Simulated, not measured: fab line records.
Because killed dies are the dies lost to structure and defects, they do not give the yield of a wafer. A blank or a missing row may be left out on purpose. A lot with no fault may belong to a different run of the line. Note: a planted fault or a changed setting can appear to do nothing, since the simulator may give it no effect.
Which tool was responsible? -- flow gf180mcu -- 6 lots, 18 wafers sampled, at 3 steps of a route of 602

== WHAT THE GAUGES READ, wafer by wafer ==
GF_V3_CD_MEAS_14: the cd target is 260 nm.
lot,measured,on,cd_nm (nm)
L840,day 23 07:18,cd_sem-02,258.6 260.1 259.4
L846,day 25 07:38,cd_sem-02,259.4 258.9 259.8
L850,day 26 12:34,cd_sem-02,258.9 257.5 258.4
L853,day 27 12:01,cd_sem-02,238.3 236.2 236.8
L860,day 29 12:56,cd_sem-02,260.1 260.7 259.7
L862,day 29 22:19,cd_sem-01,259.4 258.9 260.0

== TOOL THAT RAN EACH LOT (tool first, then ch and the chambers of the sampled wafers, then the start) ==
lot,GF_M3_METAL_ETCH_16,GF_V3_PEB_12
L840,"rie_metal-03 ch 0,1, day 22 06:31","litho_track-01 ch 0, day 23 06:56"
L846,"rie_metal-03 ch 0,1, day 24 08:15","litho_track-03 ch 0, day 25 07:18"
L850,"rie_metal-01 ch 0,1, day 25 14:08","litho_track-03 ch 0, day 26 12:13"
L853,"rie_metal-03 ch 0,1, day 26 14:04","litho_track-01 ch 0, day 27 11:40"
L860,"rie_metal-03 ch 0,1, day 28 16:13","litho_track-02 ch 0, day 29 12:36"
L862,"rie_metal-03 ch 0,1, day 29 02:16","litho_track-02 ch 0, day 29 21:58"
- GF_M3_METAL_ETCH_16: etches the open film in Cl2/BCl3, stops on SiO2, target depth 750.8 nm, time 125.1 s.
- GF_V3_PEB_12: peb time 90 s.

== THE ANSWER, worked out from the rows above alone ==
Rule: the usual values come from the lots themselves. Put in order of their means at a reading, lots are off if they are a third of the lots or fewer, leave a main group of 4 or more, and stand apart from it by a gap of 3 or more times the standard deviation of the main group's means; of several such gaps the widest counts. The tables above print the reading to a certain number of digits; a main group whose means all agree to those digits is not used. A lot without any number at a reading at which 4 lots or more have one is off too. The other lots that the step has rows for count as sound.
Off, at GF_V3_CD_MEAS_14 on cd_nm: L853. For the main group the mean is 259.3 nm and the standard deviation 0.61.
If a tool, at a process step before that reading, ran all the lots that are off and no sound lot after the first of them, it fits. The gauges at GF_V3_CD_MEAS_14 are tried like those tools. One candidate fits, namely litho_track-01 at GF_V3_PEB_12. A fault onset in the window from L840 (day 23 06:56, its last sound lot) to L853 (day 27 11:40, its first lot off) fits.

== WHAT THE SIMULATOR HAD PUT IN ==
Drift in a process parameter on litho_track-01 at GF_V3_PEB_12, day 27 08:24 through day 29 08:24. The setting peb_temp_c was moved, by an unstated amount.
Shown lots that were struck: L853. The rule given above showed the same thing.
